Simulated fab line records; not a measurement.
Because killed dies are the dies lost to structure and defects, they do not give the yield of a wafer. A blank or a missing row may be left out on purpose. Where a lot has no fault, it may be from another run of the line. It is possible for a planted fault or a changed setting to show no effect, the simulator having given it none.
fab line records	flow sky130
record lots=14	wafers=42	last_day=50
route steps=708 shown FIELD_ISO@20 PAD_OPEN@708
lots that met no fault: taken from a fault-free run of the same line
start_h: start of the lot's first displayed wafer, in hours after the record's first day	wait_h: hours since the lot's step before	" as in the row above	L1.1+2: one row covering several wafers at once	- value missing, or start not given	* or withheld: withheld	< > ~ a bound
route shown NAME@n: names a module that has steps shown in the file, with the first one's number in the route	usual: mean/standard deviation taken from wafers without a fault	same: alike in all rows	chamber/n: place in a boat	sites: readings site by site	_std_site: their standard deviation	_edge_site: inner sites' mean taken away from outer sites' mean	radius_mm: how far each site lies from the wafer's centre	mask NAME#n: copy n	behind: the last tool/chamber to shape the wafer	hold: what put the lot on hold/how long, in hours/how the hold closed	device: the n, p or np transistor that did not switch	end of line: the route-end tests of the same wafers	where a step has no rows: the recipe by itself	killed: not the wafer's yield, but the dies lost to structure and defects at the first sort	map: a wafer's dies, x killed, . not, _ none there
set.NAME: the setting as run; set.NAME@STEP: as run at that earlier step	model.NAME: the simulator's own value behind a step, which no gauge read
one table for each step of the route and one row for each wafer, over a sample of lots
## steps
# step SKY_FIELD_ISO_CLEAN_19
# recipe chemistry=SC1/SC2	mix=1:4:20	temp_c=70	time_s=150
# same time_s=150
lot.wafer	tool	chamber	start_h	wait_h
L191.3+5+6	wet_bench-04	2	29.92	0.0
L192.1+2+4	wet_bench-04	2	33.27	0.0
L193.1+2+5	wet_bench-04	2	40.32	0.0
L194.3+4+5	wet_bench-04	2	46.77	0.0
L195.2+3+5	wet_bench-01	1	51.04	0.0
L196.2+5+6	wet_bench-01	0	55.73	0.0
L197.2+3+5	wet_bench-02	0	64.77	0.0
L198.3+4+6	wet_bench-01	1	65.37	0.0
L202.3+4+5	wet_bench-01	3	87.38	0.0
L206.2+5+6	wet_bench-01	0	107.20	0.0
L207.1+3+5	wet_bench-02	1	113.31	0.0
L211.1+2+5	wet_bench-04	0	136.27	0.0
L212.1+4+6	wet_bench-02	0	139.68	0.0
L213.2+4+5	wet_bench-02	0	144.69	0.0
# step SKY_PAD_OPEN_PROBE_99
# usual killed_at_M0_to_M3=43/7.3	killed_at_M4_up=3.6/1.9	killed_at_contacts=23/5.3	killed_at_front_end=15/4.5	killed_at_other=0.3/0.72	killed_dies=85/9.4	killed_open=46/6.7	killed_short=38/6.8
# same gross_dies=492	killed_at_back_side=0
lot.wafer	tool	chamber	start_h	wait_h	killed_at_M0_to_M3	killed_at_M4_up	killed_at_contacts	killed_at_front_end	killed_at_other	killed_dies	killed_open	killed_short
L202.3	prober-02	-	1164.01	0.2	46	3	21	63	0	133	46	33
L202.4	prober-02	-	1164.06	0.2	33	2	21	63	0	119	37	39
L202.5	prober-02	-	1164.11	0.2	39	8	18	56	1	122	43	33
L206.2	prober-02	-	1170.86	0.1	41	6	25	35	0	107	47	42
L206.5	prober-02	-	1171.01	0.2	33	2	26	37	1	99	45	31
L206.6	prober-02	-	1171.06	0.2	49	2	22	33	0	106	42	41
# killed by level:class
L202.3 FIELD_ISO:unspecified=54 VIA1:geometric_particle:open=18 LI_CONTACT:geometric_particle:open=8 CONTACT:geometric_particle:open=7 METAL1:geometric_particle:short=6 VIA3:geometric_particle:open=6 METAL2:geometric_particle:short=5 CONTACT:geometric_particle:short=4
L202.4 FIELD_ISO:unspecified=42 VIA1:geometric_particle:open=8 CONTACT:geometric_particle:open=7 POLY_GATE:geometric_particle:short=5 POLY_GATE:geometric_particle:open=5 METAL1:geometric_particle:short=5 VIA1:geometric_particle:short=5 FIELD_ISO:geometric_particle:open=4
L202.5 FIELD_ISO:unspecified=46 VIA1:geometric_particle:open=9 VIA1:geometric_particle:short=8 CONTACT:geometric_particle:open=7 LI_CONTACT:geometric_particle:open=6 VIA2:geometric_particle:open=5 METAL1:geometric_particle:short=4 METAL4:geometric_particle:short=4
L206.2 FIELD_ISO:unspecified=18 CONTACT:geometric_particle:open=9 CONTACT:geometric_particle:short=8 VIA1:geometric_particle:open=7 METAL1:geometric_particle:short=6 VIA2:geometric_particle:open=6 POLY_GATE:geometric_particle:open=5 METAL2:geometric_particle:short=5
L206.5 FIELD_ISO:unspecified=23 LOCAL_INTERCONNECT:geometric_particle:short=8 CONTACT:geometric_particle:open=8 VIA2:geometric_particle:open=8 VIA3:geometric_particle:open=8 LI_CONTACT:geometric_particle:open=7 VIA1:geometric_particle:open=5 POLY_GATE:geometric_particle:short=4
L206.6 FIELD_ISO:unspecified=23 CONTACT:geometric_particle:open=8 VIA2:geometric_particle:open=7 METAL1:geometric_particle:short=7 VIA1:geometric_particle:open=7 METAL2:geometric_particle:short=6 LI_CONTACT:geometric_particle:open=5 VIA1:geometric_particle:short=5
## key
first_sign step=SKY_PAD_OPEN_PROBE_99	reading=killed_at_front_end	direction=up	sigmas=7.4	usual=15	struck=48
effect step=SKY_PAD_OPEN_PROBE_99	reading=killed_dies	direction=up	sigmas=3.1	usual=85	struck=114	wafers_moved=4
met_at SKY_FIELD_ISO_CLEAN_19
struck_lots L202,L206
tester_left_out L202,L206
onset_between 65.37 87.38
fault kind=chamber_particle_source	tool=wet_bench-01	chamber=-	onset_h=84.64	steps=SKY_FIELD_ISO_CLEAN_19	rate_per_visit_cm2=0.68004	end_h=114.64
# tester_left_out: of these lots the tester's yield and bins aren't shown, on N5 and GAA mostly nor the transistor test; their killed dies are dies lost to structure and defects alone, not to doping, threshold or leakage, so they don't give the yield
